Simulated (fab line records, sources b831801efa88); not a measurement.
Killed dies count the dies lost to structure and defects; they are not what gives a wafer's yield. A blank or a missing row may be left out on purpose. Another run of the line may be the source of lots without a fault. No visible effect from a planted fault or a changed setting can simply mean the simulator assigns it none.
fab line records	flow sky130
record lots=5	wafers=23
route steps=708 shown LDD_P@257 LDD_LDN@299 SD_P@329 SD_N@351 LI_CONTACT@364 LOCAL_INTERCONNECT@393
startH: start of the lot's first displayed wafer, in hours after the record's first day	waitH: hours elapsed since this lot's preceding step	" identical to the entry in the row above	L1.1+2: several wafers, shown together as one row	- either no value or no given start	* or withheld: withheld	< > ~ a bound
route shown NAME@n: names a module that has steps shown in the file, with the first one's number in the route	usual: the fault-free wafers' mean and standard deviation	same: alike in all rows	chamber/n: place in a boat	sites: readings site by site	_std_site: the standard deviation of these	_edge_site: mean of outer sites minus mean of inner sites	radiusMm: for every site, how far away it sits from the centre of the wafer	mask NAME#n: copy n	behind: the last tool/chamber to shape the wafer	hold: cause of the lot's hold/its duration in hours/its outcome	device: the transistor (n, p or np) that didn't switch	end of line: the route-end tests of the same wafers	for a step that has no rows: nothing shown but its recipe	killed: count of dies lost to structure and defects at first sort (not the wafer's yield)	map: the dies of a wafer, with x for killed, . for not killed, _ for no die there
set.NAME: the setting the step ran with; set.NAME@STEP: the setting that earlier step ran with	model.NAME: the simulator's own value behind a step, which no gauge read
one table per step and one row per wafer, for lots whose settings were changed on purpose
## steps
# step SKY_LDD_P_COAT_02
# recipe resist=NOVOLAK	spinRpm=3000	resistThkNm=1140
lot.wafer	tool	chamber	startH	waitH	set.resistThkNm	model.NOVOLAK_of_LDD_P_COAT_02.thkNm
L076.1	lithoTrack-04	0	459.68	0.1	1206	1202
L076.2	"	0	"	"	1140	1140
L076.3	"	0	"	"	1206	1203
L076.5	"	0	"	"	1140	1139
L076.6	"	0	"	"	1140	1138
L080.1	lithoTrack-01	0	471.23	0.1	1140	1142
L080.3	"	0	"	"	1101	1102
L080.4	"	0	"	"	1101	1103
L080.5	"	0	"	"	1140	1140
L080.6	"	0	"	"	1140	1143
L082.1+2	lithoTrack-01	0	484.03	0.1	1140	1138
L082.3+5	"	0	"	"	1140	1137
L082.6	"	0	"	"	1140	1136
L083.4	lithoTrack-04	0	488.40	0.1	1140	1138
L083.5	"	0	"	"	1140	1136
L083.6	"	0	"	"	1140	1142
L085.2	lithoTrack-01	0	515.50	0.1	1202	1204
L085.3+6	"	0	"	"	1140	1143
L085.4	"	0	"	"	1140	1144
L085.5	"	0	"	"	1202	1202
# step SKY_LDD_P_SOFTBAKE_03
# recipe tempC=90	timeS=60	resist=NOVOLAK
# step SKY_LDD_P_EXPOSE_04
# recipe maskId=PSDM	na=0.6	sourceShape=conventional	sigmaOuter=0.6	polarization=unpolarized	targetCdNm=380	doseMj=140.6
# step SKY_LDD_P_PEB_05
# recipe tempC=withheld	timeS=*	resist=NOVOLAK
# step SKY_LDD_P_DEVELOP_06
# recipe resist=NOVOLAK	developer=TMAH	developTimeS=60	devTempC=23
# step SKY_LDD_P_CD_MEAS_07
# recipe targetCdNm=380
# usual cdNm=380.1/2.1
lot.wafer	tool	chamber	startH	waitH	set.resistThkNm@LDD_P_COAT_02	cdNm
L076.1	cdSem-02	-	474.13	0.1	1206	370.9
L076.2	"	-	"	"	1140	380.3
L076.3	"	-	"	"	1206	374.7
L076.5	"	-	"	"	1140	380.0
L076.6	"	-	"	"	1140	379.6
L080.1	cdSem-02	-	487.46	0.1	1140	378.6
L080.3	"	-	"	"	1101	383.7
L080.4	"	-	"	"	1101	384.1
L080.5	"	-	"	"	1140	377.2
L080.6	"	-	"	"	1140	379.6
L082.1	cdSem-02	-	499.28	0.1	1140	381.4
L082.2	"	-	"	"	1140	380.1
L082.3	"	-	"	"	1140	382.0
L082.5	"	-	"	"	1140	381.1
L082.6	"	-	"	"	1140	381.5
L083.4	cdSem-02	-	503.64	0.1	1140	381.5
L083.5	"	-	"	"	1140	379.6
L083.6	"	-	"	"	1140	377.1
L085.2	cdSem-02	-	530.75	0.1	1202	372.8
L085.3	"	-	"	"	1140	378.2
L085.4	"	-	"	"	1140	377.8
L085.5	"	-	"	"	1202	372.7
L085.6	"	-	"	"	1140	378.3
# step SKY_LDD_P_IMPLANT_09
# recipe species=BF2	energyKev=25	doseCm2=1e+13	tiltDeg=withheld
lot.wafer	tool	chamber	startH	waitH	set.doseCm2
L076.1+6	implanter-01	0	474.28	0.0	9.708e+12
L076.2+3+5	"	0	"	"	1e+13
L080.1+3	implanter-01	0	487.62	0.0	1e+13
L080.4+5+6	"	0	"	"	9.639e+12
L082.1+3+5	implanter-01	0	499.43	0.0	1e+13
L082.2+6	"	0	"	"	1.074e+13
L083.4+5+6	implanter-02	0	503.81	0.1	1e+13
L085.2+3+4+5+6	implanter-01	0	530.91	0.0	1e+13
# step SKY_LDD_P_STRIP_10
# recipe chemistry=O2/N2	powerW=1400	pressureMtorr=1500	platenTempC=withheld	o2FlowSccm=3000	n2FlowSccm=300	overashFraction=0.5
# usual stripTimeToEndpointS=14.19/0.037
lot.wafer	tool	chamber	startH	waitH	set.resistThkNm@LDD_P_COAT_02	stripTimeToEndpointS
L076.1	plasmaAsher-02	1	474.43	0.1	1206	14.87
L076.2	"	0	"	"	1140	14.18
L076.3	"	1	"	"	1206	14.87
L076.5	"	0	"	"	1140	14.16
L076.6	"	1	"	"	1140	14.16
L080.1	plasmaAsher-02	1	487.77	0.1	1140	14.22
L080.3	"	1	"	"	1101	13.73
L080.4	"	0	"	"	1101	13.74
L080.5	"	1	"	"	1140	14.18
L080.6	"	0	"	"	1140	14.20
L082.1	plasmaAsher-01	0	499.58	0.1	1140	14.14
L082.2	"	1	"	"	1140	14.15
L082.3	"	0	"	"	1140	14.14
L082.5	"	0	"	"	1140	14.15
L082.6	"	1	"	"	1140	14.10
L083.4	plasmaAsher-04	0	503.92	0.1	1140	14.15
L083.5	"	1	"	"	1140	14.14
L083.6	"	0	"	"	1140	14.21
L085.2	plasmaAsher-02	1	531.03	0.1	1202	14.90
L085.3	"	1	"	"	1140	14.20
L085.4	"	0	"	"	1140	14.25
L085.5	"	1	"	"	1202	14.86
L085.6	"	0	"	"	1140	14.23
# step SKY_LDD_P_TW_MEAS_11
# usual LDD_P_TW=636.3/2.9
lot.wafer	tool	chamber	startH	waitH	set.doseCm2@LDD_P_IMPLANT_09	LDD_P_TW
L076.1	filmMetro-02	-	474.53	0.1	9.708e+12	627.4
L076.2	"	-	"	"	1e+13	631.3
L076.3	"	-	"	"	1e+13	633.4
L076.5	"	-	"	"	1e+13	634.4
L076.6	"	-	"	"	9.708e+12	629.4
L080.1	filmMetro-02	-	487.87	0.1	1e+13	641.0
L080.3	"	-	"	"	1e+13	637.6
L080.4	"	-	"	"	9.639e+12	632.5
L080.5	"	-	"	"	9.639e+12	631.4
L080.6	"	-	"	"	9.639e+12	629.1
L082.1	filmMetro-01	-	499.68	0.1	1e+13	642.4
L082.2	"	-	"	"	1.074e+13	653.8
L082.3	"	-	"	"	1e+13	634.7
L082.5	"	-	"	"	1e+13	636.8
L082.6	"	-	"	"	1.074e+13	653.6
L083.4	filmMetro-01	-	504.01	0.1	1e+13	641.6
L083.5	"	-	"	"	1e+13	639.8
L083.6	"	-	"	"	1e+13	640.1
L085.2	filmMetro-02	-	531.14	0.1	1e+13	631.2
L085.3	"	-	"	"	1e+13	632.7
L085.4	"	-	"	"	1e+13	634.1
L085.5	"	-	"	"	1e+13	630.8
L085.6	"	-	"	"	1e+13	634.1
# step SKY_LDD_LDN_IMPLANT_10
# recipe species=As	energyKev=15	doseCm2=1.25e+13	tiltDeg=withheld	rotationDeg=203
lot.wafer	tool	chamber	startH	waitH	set.energyKev	model.implant.rpNm	model.implant.drpNm
L076.1+3+6	implanter-02	0	566.97	0.1	15.34	13.03	6.023
L076.2+5	"	0	"	"	15	12.82	5.933
L080.1+3+4+5+6	implanter-01	0	579.66	0.1	15	13.39	5.933
L082.1+2+5	implanter-01	0	589.81	0.1	15	12.97	5.933
L082.3+6	"	0	"	"	14.24	12.87	5.724
L083.4+5+6	implanter-03	0	593.42	0.1	15	12.69	5.933
L085.2+4+5	implanter-01	0	620.52	0.1	15.81	13.36	6.146
L085.3+6	"	0	"	"	15	12.87	5.933
# step SKY_SD_P_IMPLANT_09
# recipe species=BF2	energyKev=20	doseCm2=3e+15	tiltDeg=0
lot.wafer	tool	chamber	startH	waitH	set.energyKev	model.implant.rpNm	model.implant.drpNm
L076.1+3	implanter-01	0	629.58	0.0	18.84	16.81	9.345
L076.2+5+6	"	0	"	"	20	17.61	9.746
L080.1+3+4	implanter-04	0	640.73	0.0	20	17.58	9.746
L080.5+6	"	0	"	"	18.82	16.77	9.338
L082.1+6	implanter-02	0	652.03	0.0	20	17.33	9.746
L082.2+3+5	"	0	"	"	20.5	17.67	9.916
L083.4+5+6	implanter-02	0	654.11	0.1	20	17.88	9.746
L085.2+3+4	implanter-01	0	678.66	0.0	20.73	17.97	9.994
L085.5+6	"	0	"	"	20	17.48	9.746
# step SKY_SD_P_STRIP_10
# recipe chemistry=O2/N2	powerW=1400	pressureMtorr=1500	platenTempC=withheld	o2FlowSccm=3000	n2FlowSccm=300	overashFraction=0.5
# usual stripTimeToEndpointS=17.65/0.037
lot.wafer	tool	chamber	startH	waitH	set.energyKev@SD_P_IMPLANT_09	stripTimeToEndpointS
L076.1	plasmaAsher-01	0	629.73	0.1	18.84	17.51
L076.2	"	1	"	"	20	17.68
L076.3	"	1	"	"	18.84	17.53
L076.5	"	0	"	"	20	17.70
L076.6	"	1	"	"	20	17.67
L080.1	plasmaAsher-03	1	640.88	0.1	20	17.66
L080.3	"	0	"	"	20	17.59
L080.4	"	1	"	"	20	17.64
L080.5	"	1	"	"	18.82	17.43
L080.6	"	0	"	"	18.82	17.45
L082.1	plasmaAsher-01	1	652.18	0.1	20	17.67
L082.2	"	0	"	"	20.5	17.74
L082.3	"	1	"	"	20.5	17.72
L082.5	"	1	"	"	20.5	17.70
L082.6	"	0	"	"	20	17.64
L083.4	plasmaAsher-02	1	654.22	0.1	20	17.70
L083.5	"	1	"	"	20	17.68
L083.6	"	0	"	"	20	17.68
L085.2	plasmaAsher-01	1	678.78	0.1	20.73	17.72
L085.3	"	0	"	"	20.73	17.73
L085.4	"	1	"	"	20.73	17.73
L085.5	"	0	"	"	20	17.59
L085.6	"	1	"	"	20	17.56
# step SKY_SD_P_TW_MEAS_11
# usual SD_P_TW=2832/18
lot.wafer	tool	chamber	startH	waitH	set.energyKev@SD_P_IMPLANT_09	SD_P_TW
L076.1	filmMetro-04	-	629.85	0.1	18.84	2772
L076.2	"	-	"	"	20	2840
L076.3	"	-	"	"	18.84	2797
L076.5	"	-	"	"	20	2825
L076.6	"	-	"	"	20	2831
L080.1	filmMetro-02	-	640.98	0.1	20	2838
L080.3	"	-	"	"	20	2836
L080.4	"	-	"	"	20	2813
L080.5	"	-	"	"	18.82	2769
L080.6	"	-	"	"	18.82	2790
L082.1	filmMetro-03	-	652.28	0.1	20	2864
L082.2	"	-	"	"	20.5	2879
L082.3	"	-	"	"	20.5	2892
L082.5	"	-	"	"	20.5	2877
L082.6	"	-	"	"	20	2868
L083.4	filmMetro-04	-	654.31	0.1	20	2836
L083.5	"	-	"	"	20	2833
L083.6	"	-	"	"	20	2830
L085.2	filmMetro-02	-	678.89	0.1	20.73	2840
L085.3	"	-	"	"	20.73	2843
L085.4	"	-	"	"	20.73	2849
L085.5	"	-	"	"	20	2826
L085.6	"	-	"	"	20	2818
# step SKY_SD_N_IMPLANT_09
# recipe species=As	energyKev=50	doseCm2=4e+15	tiltDeg=0
lot.wafer	tool	chamber	startH	waitH	set.energyKev	model.implant.rpNm	model.implant.drpNm
L076.1+2+3+5+6	implanter-04	0	685.52	0.0	50	32.61	14.11
L080.1+3+6	implanter-04	0	695.34	0.0	48.81	31.28	13.86
L080.4+5	"	0	"	"	50	31.9	14.11
L082.1+2+5	implanter-04	0	706.87	0.0	48.19	30.82	13.72
L082.3+6	"	0	"	"	50	31.76	14.11
L083.4+5+6	implanter-01	0	709.04	0.1	50	31.35	14.11
L085.2+5+6	implanter-04	0	731.72	0.0	50	31.89	14.11
L085.3+4	"	0	"	"	47.45	30.56	13.57
# step SKY_SD_N_IMPLANT_10
# recipe species=P	energyKev=20	doseCm2=1e+14	tiltDeg=0
# step SKY_SD_N_STRIP_11
# recipe chemistry=O2/N2	powerW=1400	pressureMtorr=1500	platenTempC=withheld	o2FlowSccm=3000	n2FlowSccm=300	overashFraction=0.5
# usual stripTimeToEndpointS=22.54/0.041
lot.wafer	tool	chamber	startH	waitH	set.energyKev@SD_N_IMPLANT_09	stripTimeToEndpointS
L076.1	plasmaAsher-04	0	685.82	0.1	50	22.50
L076.2	"	1	"	"	50	22.51
L076.3	"	0	"	"	50	22.53
L076.5	"	0	"	"	50	22.50
L076.6	"	1	"	"	50	22.48
L080.1	plasmaAsher-03	0	695.64	0.1	48.81	22.37
L080.3	"	1	"	"	48.81	22.33
L080.4	"	0	"	"	50	22.56
L080.5	"	1	"	"	50	22.53
L080.6	"	0	"	"	48.81	22.31
L082.1	plasmaAsher-02	1	707.17	0.1	48.19	22.28
L082.2	"	0	"	"	48.19	22.25
L082.3	"	1	"	"	50	22.54
L082.5	"	0	"	"	48.19	22.28
L082.6	"	1	"	"	50	22.49
L083.4	plasmaAsher-02	1	709.30	0.1	50	22.47
L083.5	"	0	"	"	50	22.51
L083.6	"	1	"	"	50	22.52
L085.2	plasmaAsher-04	1	731.99	0.1	50	22.53
L085.3	"	0	"	"	47.45	22.08
L085.4	"	1	"	"	47.45	22.08
L085.5	"	1	"	"	50	22.52
L085.6	"	0	"	"	50	22.46
# step SKY_SD_N_CLEAN_13
# recipe chemistry=SC1/SC2	mix=1:4:20	tempC=70	timeS=150	dry=n2Spin
# step SKY_SD_N_RTA_14
# recipe tempC=1075	timeS=2	idleTempC=650	rampUpCPerS=150	rampDownCPerS=90	ambient=N2
# step SKY_SD_N_RS_MEAS_16
# recipe thkMeasGauge=four-point-probe
# usual SD_N_RS=68.57/0.12
lot.wafer	tool	chamber	startH	waitH	set.energyKev@SD_N_IMPLANT_09	SD_N_RS[ohm/sq]
L076.1	filmMetro-03	-	686.20	0.1	50	68.53
L076.2	"	-	"	"	50	68.68
L076.3	"	-	"	"	50	68.49
L076.5	"	-	"	"	50	68.56
L076.6	"	-	"	"	50	68.57
L080.1	filmMetro-03	-	696.02	0.1	48.81	69.37
L080.3	"	-	"	"	48.81	69.58
L080.4	"	-	"	"	50	68.47
L080.5	"	-	"	"	50	68.59
L080.6	"	-	"	"	48.81	69.57
L082.1	filmMetro-03	-	707.55	0.1	48.19	69.85
L082.2	"	-	"	"	48.19	69.78
L082.3	"	-	"	"	50	68.61
L082.5	"	-	"	"	48.19	70.07
L082.6	"	-	"	"	50	68.58
L083.4	filmMetro-03	-	709.71	0.1	50	68.56
L083.5	"	-	"	"	50	68.56
L083.6	"	-	"	"	50	68.52
L085.2	filmMetro-03	-	732.40	0.1	50	68.50
L085.3	"	-	"	"	47.45	70.53
L085.4	"	-	"	"	47.45	70.56
L085.5	"	-	"	"	50	68.47
L085.6	"	-	"	"	50	68.66
# step SKY_SD_N_RS_MEAS_17
# recipe thkMeasGauge=four-point-probe
# usual SD_P_RS=147.2/0.42
lot.wafer	tool	chamber	startH	waitH	set.energyKev@SD_P_IMPLANT_09	SD_P_RS[ohm/sq]
L076.1	filmMetro-03	-	686.32	0.1	18.84	151.2
L076.2	"	-	"	"	20	147.4
L076.3	"	-	"	"	18.84	151.1
L076.5	"	-	"	"	20	147.1
L076.6	"	-	"	"	20	146.9
L080.1	filmMetro-03	-	696.14	0.1	20	146.9
L080.3	"	-	"	"	20	147.3
L080.4	"	-	"	"	20	147.0
L080.5	"	-	"	"	18.82	151.4
L080.6	"	-	"	"	18.82	150.9
L082.1	filmMetro-03	-	707.67	0.1	20	147.1
L082.2	"	-	"	"	20.5	145.6
L082.3	"	-	"	"	20.5	146.0
L082.5	"	-	"	"	20.5	145.6
L082.6	"	-	"	"	20	147.3
L083.4	filmMetro-03	-	709.83	0.1	20	147.0
L083.5	"	-	"	"	20	147.2
L083.6	"	-	"	"	20	146.6
L085.2	filmMetro-03	-	732.52	0.1	20.73	144.2
L085.3	"	-	"	"	20.73	144.7
L085.4	"	-	"	"	20.73	144.4
L085.5	"	-	"	"	20	146.4
L085.6	"	-	"	"	20	147.0
# step SKY_LI_CONTACT_CMP_02
# recipe material=PSG	downForcePsi=4	platenRpm=60	padVelocityMS=0.94248
lot.wafer	tool	chamber	startH	waitH	set.leaveAboveRefNm	model.PSG_of_LI_CONTACT_HDPCVD_00.thkNm
L076.2	cmp-01	3	686.74	0.0	597.2	598.4
L076.1+6	"	0	"	"	597.2	596.3
L076.3	"	1	"	"	597.2	598.8
L076.5	"	3	"	"	597.2	599.2
L080.1	cmp-02	2	696.56	0.1	597.2	596.5
L080.4	"	3	"	"	597.2	594.8
L080.3	"	0	"	"	597.2	595.2
L080.6	"	2	"	"	597.2	596.3
L080.5	"	3	"	"	597.2	596.7
L082.3	cmp-02	0	708.14	0.1	597.2	597.6
L082.1	"	1	"	"	597.2	597.8
L082.2	"	2	"	"	597.2	597.9
L082.5	"	3	"	"	632.2	633.1
L082.6	"	0	"	"	632.2	631.8
L083.4	cmp-01	3	710.34	0.2	597.2	598.2
L083.5	"	0	"	"	597.2	596
L083.6	"	1	"	"	597.2	598
L085.2	cmp-01	1	732.97	0.1	640	641.8
L085.4	"	2	"	"	640	640.9
L085.3	"	3	"	"	597.2	597.2
L085.5	"	0	"	"	597.2	595.9
L085.6	"	1	"	"	597.2	597.4
# step SKY_LI_CONTACT_ETCH_14
# recipe chemistry=N2/H2	target=BARC	ionEnergyEv=200	sourceW=500	biasW=100	pressureMtorr=30	n2FlowSccm=100	h2FlowSccm=200	stopOn=SiO2	timeS=45.9	targetDepthA=600
lot.wafer	tool	chamber	startH	waitH	set.ionEnergyEv
L076.1+2+6	rieDiel-04	3,1,2	714.12	0.0	185.6
L076.3+5	"	2,1	"	"	200
L080.1+3+4+5+6	rieDiel-01	2,1,3,1,2	723.83	0.0	200
L082.1+3+6	rieDiel-01	2,0,2	735.08	0.0	179.2
L082.2+5	"	1,3	"	"	200
L083.4+5+6	rieDiel-03	0,2,1	737.83	0.0	200
L085.2+4+5	rieDiel-03	1,3,0	759.83	0.0	223.2
L085.3+6	"	2,1	"	"	200
# step SKY_LI_CONTACT_ETCH_15
# recipe target=PSG	chemistry=C4F8/O2/Ar	stopOn=Si	taperDeg=4.15	maskMaterial=KrF-thick	sourceW=1500	biasW=1200	pressureMtorr=40	c4f8FlowSccm=withheld	O2_flow_sccm=6	Ar_flow_sccm=300	timeS=withheld	targetDepthA=6000
# usual oesProductAu=0.837/0.004
lot.wafer	tool	chamber	startH	waitH	set.leaveAboveRefNm@LI_CONTACT_CMP_02	oesProductAu	model.LI_CONTACT.featureDepthNm
L076.1	rieDiel-04	3	714.16	0.0	597.2	0.840	596.3
L076.2	"	1	"	"	597.2	0.843	598.4
L076.3	"	2	"	"	597.2	0.839	598.8
L076.5	"	1	"	"	597.2	0.840	599.2
L076.6	"	2	"	"	597.2	0.840	596.3
L080.1	rieDiel-01	2	723.88	0.0	597.2	0.841	596.5
L080.3	"	1	"	"	597.2	0.838	595.2
L080.4	"	3	"	"	597.2	0.834	594.8
L080.5	"	1	"	"	597.2	0.839	596.7
L080.6	"	2	"	"	597.2	0.832	596.3
L082.1	rieDiel-01	2	735.13	0.0	597.2	0.838	597.8
L082.2	"	1	"	"	597.2	0.836	597.9
L082.3	"	0	"	"	597.2	0.840	597.6
L082.5	"	3	"	"	632.2	0.863	633.1
L082.6	"	2	"	"	632.2	0.861	631.8
L083.4	rieDiel-03	0	737.88	0.0	597.2	0.844	598.2
L083.5	"	2	"	"	597.2	0.839	596
L083.6	"	1	"	"	597.2	0.835	598
L085.2	rieDiel-03	1	759.88	0.0	640	0.871	641.8
L085.3	"	2	"	"	597.2	0.839	597.2
L085.4	"	3	"	"	640	0.871	640.9
L085.5	"	0	"	"	597.2	0.831	595.9
L085.6	"	1	"	"	597.2	0.834	597.4
# step SKY_LI_CONTACT_SPUTTER_20
# recipe material=TiN	targetThkNm=20	chamberPressurePa=5	powerW=4000	timeS=80
lot.wafer	tool	chamber	startH	waitH	set.chamberPressurePa	model.TiN_of_LI_CONTACT_SPUTTER_20.thkNm
L076.1	pvdSputter-03	-	714.61	0.0	4.449	22.56
L076.2	"	-	"	"	4.449	22.35
L076.3	"	-	"	"	4.449	22.33
L076.5	"	-	"	"	4.449	22.64
L076.6	"	-	"	"	4.449	22.65
L080.1	pvdSputter-01	-	724.33	0.0	5.524	18.4
L080.3	"	-	"	"	5.524	18.59
L080.4	"	-	"	"	5.524	18.46
L080.5	"	-	"	"	5.524	18.19
L080.6	"	-	"	"	5.524	18.53
L082.1	pvdSputter-03	-	735.60	0.0	4.706	20.88
L082.2	"	-	"	"	4.706	20.87
L082.3	"	-	"	"	4.706	20.93
L082.5	"	-	"	"	4.706	20.64
L082.6	"	-	"	"	4.706	20.95
L083.4	pvdSputter-03	-	738.35	0.0	5	20
L083.5	"	-	"	"	5	20.51
L083.6	"	-	"	"	5	19.88
L085.2	pvdSputter-04	-	760.35	0.0	5.599	17.66
L085.3	"	-	"	"	5.599	18.14
L085.4	"	-	"	"	5.599	18.02
L085.5	"	-	"	"	5.599	17.93
L085.6	"	-	"	"	5.599	17.62
# step SKY_LOCAL_INTERCONNECT_COAT_06
# recipe resist=KrF-thick	spinRpm=3000	resistThkNm=450
lot.wafer	tool	chamber	startH	waitH	set.resistThkNm	model.KrF-thick_of_LOCAL_INTERCONNECT_COAT_06.thkNm
L076.1	lithoTrack-04	0	-	-	464.1	464.5
L076.2	"	0	"	"	450	450
L076.3	"	0	"	"	450	448.6
L076.5	"	0	"	"	464.1	463.9
L076.6	"	0	"	"	450	449.5
L080.1	lithoTrack-04	0	-	-	450	450.5
L080.3	"	0	"	"	433.1	433.7
L080.4	"	0	"	"	433.1	434.2
L080.5	"	0	"	"	450	451.1
L080.6	"	0	"	"	433.1	434.7
L082.1	lithoTrack-01	0	-	-	450	450.9
L082.2	"	0	"	"	450	450.2
L082.3	"	0	"	"	426.2	426.8
L082.5	"	0	"	"	426.2	424.8
L082.6	"	0	"	"	426.2	426.1
L083.4+5	lithoTrack-03	0	-	-	450	451.7
L083.6	"	0	"	"	450	453
L085.2+6	lithoTrack-01	0	-	-	450	448.2
L085.3	"	0	"	"	471.9	471.2
L085.4	"	0	"	"	450	447.6
L085.5	"	0	"	"	471.9	470.3
## key
split step=SKY_LDD_P_COAT_02	setting=resistThkNm	stated=1140	by=wafer
response step=SKY_LDD_P_COAT_02	reading=model.NOVOLAK_of_LDD_P_COAT_02.thkNm	change=+11	per=1%	r=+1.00
response step=SKY_LDD_P_CD_MEAS_07	reading=cdNm	change=-1.2	per=1%	r=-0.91
response step=SKY_LDD_P_STRIP_10	reading=stripTimeToEndpointS	change=*	per=1%	r=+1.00
split step=SKY_LDD_P_IMPLANT_09	setting=doseCm2	stated=1e+13	by=wafer
response step=SKY_LDD_P_TW_MEAS_11	reading=LDD_P_TW	change=+2.1	per=1%	r=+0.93
split step=SKY_LDD_LDN_IMPLANT_10	setting=energyKev	stated=15	by=wafer
response step=SKY_LDD_LDN_IMPLANT_10	reading=model.implant.rpNm	shape=bent	atLowest=12.87	atStated=13.02	atHighest=13.36
response step=SKY_LDD_LDN_IMPLANT_10	reading=model.implant.drpNm	change=+0.0402	per=1%	r=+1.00
split step=SKY_SD_P_IMPLANT_09	setting=energyKev	stated=20	by=wafer
response step=SKY_SD_P_IMPLANT_09	reading=model.implant.rpNm	change=+0.138	per=1%	r=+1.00
response step=SKY_SD_P_IMPLANT_09	reading=model.implant.drpNm	change=+0.0689	per=1%	r=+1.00
response step=SKY_SD_P_STRIP_10	reading=stripTimeToEndpointS	change=*	per=1%	r=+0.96
response step=SKY_SD_P_TW_MEAS_11	reading=SD_P_TW	change=+7.79	per=1%	r=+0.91
response step=SKY_SD_N_RS_MEAS_17	reading=SD_P_RS	change=-0.675	per=1%	r=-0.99
split step=SKY_SD_N_IMPLANT_09	setting=energyKev	stated=50	by=wafer
response step=SKY_SD_N_IMPLANT_09	reading=model.implant.rpNm	change=+0.26	per=1%	r=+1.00
response step=SKY_SD_N_IMPLANT_09	reading=model.implant.drpNm	change=+0.106	per=1%	r=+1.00
response step=SKY_SD_N_STRIP_11	reading=stripTimeToEndpointS	change=*	per=1%	r=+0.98
response step=SKY_SD_N_RS_MEAS_16	reading=SD_N_RS	change=-0.386	per=1%	r=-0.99
split step=SKY_LI_CONTACT_CMP_02	setting=leaveAboveRefNm	stated=597.2	by=wafer
response step=SKY_LI_CONTACT_CMP_02	reading=model.PSG_of_LI_CONTACT_HDPCVD_00.thkNm	change=+6.09	per=1%	r=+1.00
response step=SKY_LI_CONTACT_ETCH_15	reading=oesProductAu	change=+0.00471	per=1%	r=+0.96
response step=SKY_LI_CONTACT_ETCH_15	reading=model.LI_CONTACT.featureDepthNm	change=+6.09	per=1%	r=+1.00
split step=SKY_LI_CONTACT_ETCH_14	setting=ionEnergyEv	stated=200	by=wafer
response none clear
split step=SKY_LI_CONTACT_SPUTTER_20	setting=chamberPressurePa	stated=5	by=lot
response step=SKY_LI_CONTACT_SPUTTER_20	reading=model.TiN_of_LI_CONTACT_SPUTTER_20.thkNm	change=-0.184	per=1%	r=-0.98
split step=SKY_LOCAL_INTERCONNECT_COAT_06	setting=resistThkNm	stated=450	by=wafer
response step=SKY_LOCAL_INTERCONNECT_COAT_06	reading=model.KrF-thick_of_LOCAL_INTERCONNECT_COAT_06.thkNm	change=+4.63	per=1%	r=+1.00
